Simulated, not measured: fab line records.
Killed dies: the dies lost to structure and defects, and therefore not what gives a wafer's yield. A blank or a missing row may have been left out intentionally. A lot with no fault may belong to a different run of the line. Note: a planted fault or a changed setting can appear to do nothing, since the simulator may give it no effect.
Which tool did it? :: flow sky130 :: Sampling: 15 lots, 45 wafers, 6 of 708 route steps

## WHAT EACH GAUGE READ, for each wafer
SKY_VT_ADJUST_NCORE_TW_MEAS_11.
lot: L988
measured: day 8 12:14
on: film-metro-01
VT_ADJUST_NCORE_TW: 223.8 222.4 223.0

lot: L989
measured: day 8 18:35
on: film-metro-04
VT_ADJUST_NCORE_TW: 219.6 217.1 219.1

lot: L990
measured: day 9 00:26
on: film-metro-04
VT_ADJUST_NCORE_TW: 218.1 218.9 219.0

lot: L991
measured: day 9 08:47
on: film-metro-04
VT_ADJUST_NCORE_TW: 218.7 218.2 217.9

lot: L992
measured: day 10 05:24
on: film-metro-04
VT_ADJUST_NCORE_TW: 216.6 216.8 216.6

lot: L995
measured: day 10 15:46
on: film-metro-01
VT_ADJUST_NCORE_TW: 223.3 223.0 224.2

lot: L996
measured: day 10 22:39
on: film-metro-01
VT_ADJUST_NCORE_TW: 222.7 223.6 223.6

lot: L100
measured: day 11 23:54
on: film-metro-04
VT_ADJUST_NCORE_TW: 217.1 217.6 217.8

lot: L104
measured: day 13 01:08
on: film-metro-04
VT_ADJUST_NCORE_TW: 29.9 29.9 30.0

lot: L105
measured: day 13 11:10
on: film-metro-01
VT_ADJUST_NCORE_TW: 30.5 30.5 30.6

lot: L106
measured: day 13 15:20
on: film-metro-04
VT_ADJUST_NCORE_TW: 29.8 30.0 29.7

lot: L108
measured: day 14 09:56
on: film-metro-03
VT_ADJUST_NCORE_TW: 217.7 217.0 216.8

lot: L109
measured: day 15 05:01
on: film-metro-01
VT_ADJUST_NCORE_TW: 223.2 223.4 223.7

lot: L110
measured: day 15 06:43
on: film-metro-03
VT_ADJUST_NCORE_TW: 217.7 219.7 219.7

lot: L111
measured: day 15 07:07
on: film-metro-03
VT_ADJUST_NCORE_TW: 218.4 218.8 219.3

SKY_METAL2_OVL_MEAS_16.
lot: L988
measured: day 34 16:55
on: overlay-02
METAL2_OVL (nm): 12 6 -1

lot: L989
measured: day 35 02:19
on: overlay-02
METAL2_OVL (nm): 0 -1 -1

lot: L990
measured: day 35 10:55
on: overlay-02
METAL2_OVL (nm): 5 -3 4

lot: L991
measured: day 35 18:46
on: overlay-01
METAL2_OVL (nm): 0 1 1

lot: L992
measured: day 36 17:28
on: overlay-02
METAL2_OVL (nm): 0 0 -4

lot: L995
measured: day 37 08:01
on: overlay-01
METAL2_OVL (nm): 1 4 -4

lot: L996
measured: day 37 12:40
on: overlay-01
METAL2_OVL (nm): 3 2 5

lot: L100
measured: day 38 20:52
on: overlay-01
METAL2_OVL (nm): 0 -17 -6

lot: L104
measured: day 39 18:59
on: overlay-01
METAL2_OVL (nm): -15 4 -4

lot: L105
measured: day 40 05:40
on: overlay-01
METAL2_OVL (nm): 9 7 -1

lot: L106
measured: day 40 06:40
on: overlay-02
METAL2_OVL (nm): -11 -3 0

lot: L108
measured: day 40 22:10
on: overlay-02
METAL2_OVL (nm): -3 -6 -9

lot: L109
measured: day 41 19:58
on: overlay-02
METAL2_OVL (nm): -2 -1 2

lot: L110
measured: day 42 01:27
on: overlay-01
METAL2_OVL (nm): -1 -7 -6

lot: L111
measured: day 42 00:52
on: overlay-02
METAL2_OVL (nm): 0 10 -3

## TOOL THAT RAN EACH LOT (tool first, then ch and the chambers of the sampled wafers, then the start)
lot: L988
SKY_VT_ADJUST_LVTN_STRIP_20: plasma-asher-02 ch 0,1, day 7 15:08
SKY_VT_ADJUST_NCORE_STRIP_10: plasma-asher-01 ch 0,1, day 8 12:08
SKY_LOCAL_INTERCONNECT_METAL_ETCH_14: rie-metal-01 ch 0,1, day 29 23:17
SKY_METAL1_SPUTTER_01: pvd-sputter-02, day 31 04:40

lot: L989
SKY_VT_ADJUST_LVTN_STRIP_20: plasma-asher-01 ch 0,1, day 7 22:03
SKY_VT_ADJUST_NCORE_STRIP_10: plasma-asher-04 ch 0,1, day 8 18:28
SKY_LOCAL_INTERCONNECT_METAL_ETCH_14: rie-metal-04 ch 0,1, day 30 06:02
SKY_METAL1_SPUTTER_01: pvd-sputter-02, day 31 10:59

lot: L990
SKY_VT_ADJUST_LVTN_STRIP_20: plasma-asher-01 ch 0,1, day 8 03:35
SKY_VT_ADJUST_NCORE_STRIP_10: plasma-asher-04 ch 0,1, day 9 00:20
SKY_LOCAL_INTERCONNECT_METAL_ETCH_14: rie-metal-04 ch 1, day 30 17:01
SKY_METAL1_SPUTTER_01: pvd-sputter-04, day 31 23:05

lot: L991
SKY_VT_ADJUST_LVTN_STRIP_20: plasma-asher-02 ch 0,1, day 8 11:56
SKY_VT_ADJUST_NCORE_STRIP_10: plasma-asher-04 ch 0,1, day 9 08:41
SKY_LOCAL_INTERCONNECT_METAL_ETCH_14: rie-metal-04 ch 0,1, day 31 00:49
SKY_METAL1_SPUTTER_01: pvd-sputter-03, day 32 05:59

lot: L992
SKY_VT_ADJUST_LVTN_STRIP_20: plasma-asher-04 ch 0, day 9 07:35
SKY_VT_ADJUST_NCORE_STRIP_10: plasma-asher-03 ch 1, day 10 05:18
SKY_LOCAL_INTERCONNECT_METAL_ETCH_14: rie-metal-04 ch 0,1, day 32 03:46
SKY_METAL1_SPUTTER_01: pvd-sputter-03, day 33 09:42

lot: L995
SKY_VT_ADJUST_LVTN_STRIP_20: plasma-asher-01 ch 0,1, day 9 17:44
SKY_VT_ADJUST_NCORE_STRIP_10: plasma-asher-01 ch 0,1, day 10 15:39
SKY_LOCAL_INTERCONNECT_METAL_ETCH_14: rie-metal-01 ch 0,1, day 32 17:04
SKY_METAL1_SPUTTER_01: pvd-sputter-04, day 33 22:52

lot: L996
SKY_VT_ADJUST_LVTN_STRIP_20: plasma-asher-01 ch 0,1, day 9 23:23
SKY_VT_ADJUST_NCORE_STRIP_10: plasma-asher-01 ch 0,1, day 10 22:33
SKY_LOCAL_INTERCONNECT_METAL_ETCH_14: rie-metal-01 ch 0,1, day 32 23:17
SKY_METAL1_SPUTTER_01: pvd-sputter-02, day 34 04:34

lot: L100
SKY_VT_ADJUST_LVTN_STRIP_20: plasma-asher-04 ch 0,1, day 11 00:36
SKY_VT_ADJUST_NCORE_STRIP_10: plasma-asher-04 ch 0,1, day 11 23:48
SKY_LOCAL_INTERCONNECT_METAL_ETCH_14: rie-metal-02 ch 0,1, day 34 08:17
SKY_METAL1_SPUTTER_01: pvd-sputter-02, day 35 12:52

lot: L104
SKY_VT_ADJUST_LVTN_STRIP_20: plasma-asher-01 ch 0,1, day 12 00:01
SKY_VT_ADJUST_NCORE_STRIP_10: plasma-asher-04 ch 0,1, day 13 01:02
SKY_LOCAL_INTERCONNECT_METAL_ETCH_14: rie-metal-02 ch 0,1, day 35 07:55
SKY_METAL1_SPUTTER_01: pvd-sputter-03, day 36 11:47

lot: L105
SKY_VT_ADJUST_LVTN_STRIP_20: plasma-asher-02 ch 0, day 12 09:26
SKY_VT_ADJUST_NCORE_STRIP_10: plasma-asher-01 ch 0, day 13 11:04
SKY_LOCAL_INTERCONNECT_METAL_ETCH_14: rie-metal-02 ch 0, day 35 18:58
SKY_METAL1_SPUTTER_01: pvd-sputter-02, day 36 20:50

lot: L106
SKY_VT_ADJUST_LVTN_STRIP_20: plasma-asher-04 ch 0,1, day 12 14:02
SKY_VT_ADJUST_NCORE_STRIP_10: plasma-asher-04 ch 0,1, day 13 15:15
SKY_LOCAL_INTERCONNECT_METAL_ETCH_14: rie-metal-01 ch 1, day 35 21:41
SKY_METAL1_SPUTTER_01: pvd-sputter-04, day 37 00:06

lot: L108
SKY_VT_ADJUST_LVTN_STRIP_20: plasma-asher-04 ch 0,1, day 13 07:50
SKY_VT_ADJUST_NCORE_STRIP_10: plasma-asher-01 ch 0,1, day 14 09:50
SKY_LOCAL_INTERCONNECT_METAL_ETCH_14: rie-metal-02 ch 0,1, day 36 11:25
SKY_METAL1_SPUTTER_01: pvd-sputter-03, day 37 16:34

lot: L109
SKY_VT_ADJUST_LVTN_STRIP_20: plasma-asher-04 ch 0, day 14 01:44
SKY_VT_ADJUST_NCORE_STRIP_10: plasma-asher-01 ch 0,1, day 15 04:55
SKY_LOCAL_INTERCONNECT_METAL_ETCH_14: rie-metal-01 ch 0,1, day 37 12:04
SKY_METAL1_SPUTTER_01: pvd-sputter-04, day 38 15:53

lot: L110
SKY_VT_ADJUST_LVTN_STRIP_20: plasma-asher-02 ch 0,1, day 14 04:02
SKY_VT_ADJUST_NCORE_STRIP_10: plasma-asher-04 ch 0,1, day 15 06:36
SKY_LOCAL_INTERCONNECT_METAL_ETCH_14: rie-metal-01 ch 0,1, day 37 16:44
SKY_METAL1_SPUTTER_01: pvd-sputter-02, day 38 21:04

lot: L111
SKY_VT_ADJUST_LVTN_STRIP_20: plasma-asher-02 ch 0,1, day 14 05:08
SKY_VT_ADJUST_NCORE_STRIP_10: plasma-asher-01 ch 0,1, day 15 07:01
SKY_LOCAL_INTERCONNECT_METAL_ETCH_14: rie-metal-04 ch 1, day 37 16:10
SKY_METAL1_SPUTTER_01: pvd-sputter-02, day 38 20:09
- SKY_VT_ADJUST_LVTN_STRIP_20: strips in O2/N2.
- SKY_VT_ADJUST_NCORE_STRIP_10: strips in O2/N2.
- SKY_LOCAL_INTERCONNECT_METAL_ETCH_14: etches TiN in Cl2/BCl3, stops on PSG, target depth 110 nm, time 31.4 s.
- SKY_METAL1_SPUTTER_01: material TiN, target thk 20 nm, time 16.7 s.

## AS READ BY THE TOOLS THEMSELVES (means over the sampled wafers that have a number; for cases with no such wafer, the mark the record gives instead)
SKY_VT_ADJUST_LVTN_STRIP_20.
lot: L988
tool: plasma-asher-02
chamber-pressure-mTorr (mTorr): 1500.1
drypump-motor-current-A (A): 6.3
oes-product-au (a.u.): 0.715
strip-time-to-endpoint-s (s): 14.25

lot: L989
tool: plasma-asher-01
chamber-pressure-mTorr (mTorr): 1499.1
drypump-motor-current-A (A): 5.4
oes-product-au (a.u.): 0.714
strip-time-to-endpoint-s (s): 14.22

lot: L990
tool: plasma-asher-01
chamber-pressure-mTorr (mTorr): 1499.4
drypump-motor-current-A (A): 5.2
oes-product-au (a.u.): 0.715
strip-time-to-endpoint-s (s): 14.21

lot: L991
tool: plasma-asher-02
chamber-pressure-mTorr (mTorr): 1500.2
drypump-motor-current-A (A): 6.3
oes-product-au (a.u.): 0.714
strip-time-to-endpoint-s (s): 14.13

lot: L992
tool: plasma-asher-04
chamber-pressure-mTorr (mTorr): 1499.7
drypump-motor-current-A (A): 4.7
oes-product-au (a.u.): 0.719
strip-time-to-endpoint-s (s): 14.25

lot: L995
tool: plasma-asher-01
chamber-pressure-mTorr (mTorr): 1501.7
drypump-motor-current-A (A): 5.4
oes-product-au (a.u.): 0.717
strip-time-to-endpoint-s (s): 14.17

lot: L996
tool: plasma-asher-01
chamber-pressure-mTorr (mTorr): 1501.1
drypump-motor-current-A (A): 5.4
oes-product-au (a.u.): 0.715
strip-time-to-endpoint-s (s): 14.25

lot: L100
tool: plasma-asher-04
chamber-pressure-mTorr (mTorr): 1499.5
drypump-motor-current-A (A): 5.4
oes-product-au (a.u.): 0.716
strip-time-to-endpoint-s (s): 14.11

lot: L104
tool: plasma-asher-01
chamber-pressure-mTorr (mTorr): -
drypump-motor-current-A (A): -
oes-product-au (a.u.): -
strip-time-to-endpoint-s (s): -

lot: L105
tool: plasma-asher-02
chamber-pressure-mTorr (mTorr): -
drypump-motor-current-A (A): -
oes-product-au (a.u.): -
strip-time-to-endpoint-s (s): -

lot: L106
tool: plasma-asher-04
chamber-pressure-mTorr (mTorr): -
drypump-motor-current-A (A): -
oes-product-au (a.u.): -
strip-time-to-endpoint-s (s): -

lot: L108
tool: plasma-asher-04
chamber-pressure-mTorr (mTorr): 1498.5
drypump-motor-current-A (A): 5.4
oes-product-au (a.u.): 0.715
strip-time-to-endpoint-s (s): 14.19

lot: L109
tool: plasma-asher-04
chamber-pressure-mTorr (mTorr): 1500.2
drypump-motor-current-A (A): 4.7
oes-product-au (a.u.): 0.719
strip-time-to-endpoint-s (s): 14.16

lot: L110
tool: plasma-asher-02
chamber-pressure-mTorr (mTorr): 1500.3
drypump-motor-current-A (A): 6.3
oes-product-au (a.u.): 0.712
strip-time-to-endpoint-s (s): 14.19

lot: L111
tool: plasma-asher-02
chamber-pressure-mTorr (mTorr): 1499.9
drypump-motor-current-A (A): 6.3
oes-product-au (a.u.): 0.719
strip-time-to-endpoint-s (s): 14.14

SKY_VT_ADJUST_NCORE_STRIP_10.
lot: L988
tool: plasma-asher-01
chamber-pressure-mTorr (mTorr): 1500.0
drypump-motor-current-A (A): 5.5
oes-product-au (a.u.): 0.712
strip-time-to-endpoint-s (s): 14.25

lot: L989
tool: plasma-asher-04
chamber-pressure-mTorr (mTorr): 1500.1
drypump-motor-current-A (A): 5.4
oes-product-au (a.u.): 0.715
strip-time-to-endpoint-s (s): 14.26

lot: L990
tool: plasma-asher-04
chamber-pressure-mTorr (mTorr): 1499.4
drypump-motor-current-A (A): 5.1
oes-product-au (a.u.): 0.713
strip-time-to-endpoint-s (s): 14.25

lot: L991
tool: plasma-asher-04
chamber-pressure-mTorr (mTorr): 1499.8
drypump-motor-current-A (A): 5.4
oes-product-au (a.u.): 0.713
strip-time-to-endpoint-s (s): 14.13

lot: L992
tool: plasma-asher-03
chamber-pressure-mTorr (mTorr): 1498.9
drypump-motor-current-A (A): 5.3
oes-product-au (a.u.): 0.715
strip-time-to-endpoint-s (s): 14.21

lot: L995
tool: plasma-asher-01
chamber-pressure-mTorr (mTorr): 1500.0
drypump-motor-current-A (A): 5.5
oes-product-au (a.u.): 0.712
strip-time-to-endpoint-s (s): 14.23

lot: L996
tool: plasma-asher-01
chamber-pressure-mTorr (mTorr): 1499.6
drypump-motor-current-A (A): 5.5
oes-product-au (a.u.): 0.715
strip-time-to-endpoint-s (s): 14.15

lot: L100
tool: plasma-asher-04
chamber-pressure-mTorr (mTorr): 1500.8
drypump-motor-current-A (A): 5.4
oes-product-au (a.u.): 0.715
strip-time-to-endpoint-s (s): 14.18

lot: L104
tool: plasma-asher-04
chamber-pressure-mTorr (mTorr): 1499.2
drypump-motor-current-A (A): 5.1
oes-product-au (a.u.): 0.723
strip-time-to-endpoint-s (s): 31.28

lot: L105
tool: plasma-asher-01
chamber-pressure-mTorr (mTorr): 1498.4
drypump-motor-current-A (A): 5.7
oes-product-au (a.u.): 0.718
strip-time-to-endpoint-s (s): 31.34

lot: L106
tool: plasma-asher-04
chamber-pressure-mTorr (mTorr): 1500.4
drypump-motor-current-A (A): 5.1
oes-product-au (a.u.): 0.723
strip-time-to-endpoint-s (s): 31.28

lot: L108
tool: plasma-asher-01
chamber-pressure-mTorr (mTorr): 1499.9
drypump-motor-current-A (A): 5.4
oes-product-au (a.u.): 0.718
strip-time-to-endpoint-s (s): 14.20

lot: L109
tool: plasma-asher-01
chamber-pressure-mTorr (mTorr): 1498.6
drypump-motor-current-A (A): 5.2
oes-product-au (a.u.): 0.714
strip-time-to-endpoint-s (s): 14.18

lot: L110
tool: plasma-asher-04
chamber-pressure-mTorr (mTorr): 1501.1
drypump-motor-current-A (A): 5.1
oes-product-au (a.u.): 0.715
strip-time-to-endpoint-s (s): 14.18

lot: L111
tool: plasma-asher-01
chamber-pressure-mTorr (mTorr): 1498.1
drypump-motor-current-A (A): 5.2
oes-product-au (a.u.): 0.717
strip-time-to-endpoint-s (s): 14.17

SKY_LOCAL_INTERCONNECT_METAL_ETCH_14.
lot: L988
tool: rie-metal-01
drypump-motor-current-A (A): 6.4
oes-product-au (a.u.): 0.947
rf-fwd-power-W (W): 892
throttle-valve-pct (%): 21.891

lot: L989
tool: rie-metal-04
drypump-motor-current-A (A): 5.7
oes-product-au (a.u.): 0.934
rf-fwd-power-W (W): 889
throttle-valve-pct (%): 21.911

lot: L990
tool: rie-metal-04
drypump-motor-current-A (A): 6.1
oes-product-au (a.u.): 0.933
rf-fwd-power-W (W): 887
throttle-valve-pct (%): 21.903

lot: L991
tool: rie-metal-04
drypump-motor-current-A (A): 5.4
oes-product-au (a.u.): 0.949
rf-fwd-power-W (W): 890
throttle-valve-pct (%): 21.901

lot: L992
tool: rie-metal-04
drypump-motor-current-A (A): 5.3
oes-product-au (a.u.): 0.941
rf-fwd-power-W (W): 893
throttle-valve-pct (%): 21.884

lot: L995
tool: rie-metal-01
drypump-motor-current-A (A): 6.4
oes-product-au (a.u.): 0.934
rf-fwd-power-W (W): 892
throttle-valve-pct (%): 21.910

lot: L996
tool: rie-metal-01
drypump-motor-current-A (A): 6.4
oes-product-au (a.u.): 0.933
rf-fwd-power-W (W): 890
throttle-valve-pct (%): 21.907

lot: L100
tool: rie-metal-02
drypump-motor-current-A (A): 5.3
oes-product-au (a.u.): 0.931
rf-fwd-power-W (W): 893
throttle-valve-pct (%): 21.918

lot: L104
tool: rie-metal-02
drypump-motor-current-A (A): 5.5
oes-product-au (a.u.): 0.942
rf-fwd-power-W (W): 892
throttle-valve-pct (%): 21.905

lot: L105
tool: rie-metal-02
drypump-motor-current-A (A): 5.6
oes-product-au (a.u.): 0.944
rf-fwd-power-W (W): 893
throttle-valve-pct (%): 21.901

lot: L106
tool: rie-metal-01
drypump-motor-current-A (A): 6.5
oes-product-au (a.u.): 0.953
rf-fwd-power-W (W): 891
throttle-valve-pct (%): 21.896

lot: L108
tool: rie-metal-02
drypump-motor-current-A (A): 5.3
oes-product-au (a.u.): 0.944
rf-fwd-power-W (W): 894
throttle-valve-pct (%): 21.903

lot: L109
tool: rie-metal-01
drypump-motor-current-A (A): 6.4
oes-product-au (a.u.): 0.959
rf-fwd-power-W (W): 888
throttle-valve-pct (%): 21.890

lot: L110
tool: rie-metal-01
drypump-motor-current-A (A): 6.4
oes-product-au (a.u.): 0.948
rf-fwd-power-W (W): 892
throttle-valve-pct (%): 21.901

lot: L111
tool: rie-metal-04
drypump-motor-current-A (A): 6.1
oes-product-au (a.u.): 0.935
rf-fwd-power-W (W): 892
throttle-valve-pct (%): 21.901

SKY_METAL1_SPUTTER_01.
lot: L988
tool: pvd-sputter-02
throttle-valve-pct (%): 29.6

lot: L989
tool: pvd-sputter-02
throttle-valve-pct (%): 30.3

lot: L990
tool: pvd-sputter-04
throttle-valve-pct (%): 31.0

lot: L991
tool: pvd-sputter-03
throttle-valve-pct (%): 29.5

lot: L992
tool: pvd-sputter-03
throttle-valve-pct (%): 29.2

lot: L995
tool: pvd-sputter-04
throttle-valve-pct (%): 30.1

lot: L996
tool: pvd-sputter-02
throttle-valve-pct (%): 29.5

lot: L100
tool: pvd-sputter-02
throttle-valve-pct (%): 30.2

lot: L104
tool: pvd-sputter-03
throttle-valve-pct (%): 29.3

lot: L105
tool: pvd-sputter-02
throttle-valve-pct (%): 29.9

lot: L106
tool: pvd-sputter-04
throttle-valve-pct (%): 30.5

lot: L108
tool: pvd-sputter-03
throttle-valve-pct (%): 29.4

lot: L109
tool: pvd-sputter-04
throttle-valve-pct (%): 30.9

lot: L110
tool: pvd-sputter-02
throttle-valve-pct (%): 29.8

lot: L111
tool: pvd-sputter-02
throttle-valve-pct (%): 29.2

## THE ANSWER, worked out from the rows above alone
Rule: the lots themselves supply what counts as usual. The widest of any qualifying gaps counts: lots, ordered by their means at a reading, are off when they make up no more than a third of the lots, leave a main group of 4 or more, and stand apart from it by 3 or more times the standard deviation of that group's means. A main group is skipped when, at the precision printed for the reading in the tables above, its means are all equal. Also off: a lot with no number at a reading for which 4 or more lots have one. Where the step has rows for the other lots, those lots are counted as sound. The gauges are gone through in route order, then the tools' own readings, and for those a lot's mean is taken as printed above. At the first step where some lot is off, the reading lying furthest off is the one used; lots without a number count as furthest.
Off: L104, L105, L106, seen at SKY_VT_ADJUST_NCORE_TW_MEAS_11 (VT_ADJUST_NCORE_TW). Mean 219.8 and standard deviation 2.6 in the main group.
If a tool, at a process step before that reading, ran all the lots that are off and no sound lot after the first of them, it fits. The gauges at SKY_VT_ADJUST_NCORE_TW_MEAS_11 aren't tried: what is off there is off at SKY_VT_ADJUST_LVTN_STRIP_20 too, on other tools, and a gauge's error can't cause that. No candidate that was tried fits.

## WHAT THE SIMULATOR PUT IN
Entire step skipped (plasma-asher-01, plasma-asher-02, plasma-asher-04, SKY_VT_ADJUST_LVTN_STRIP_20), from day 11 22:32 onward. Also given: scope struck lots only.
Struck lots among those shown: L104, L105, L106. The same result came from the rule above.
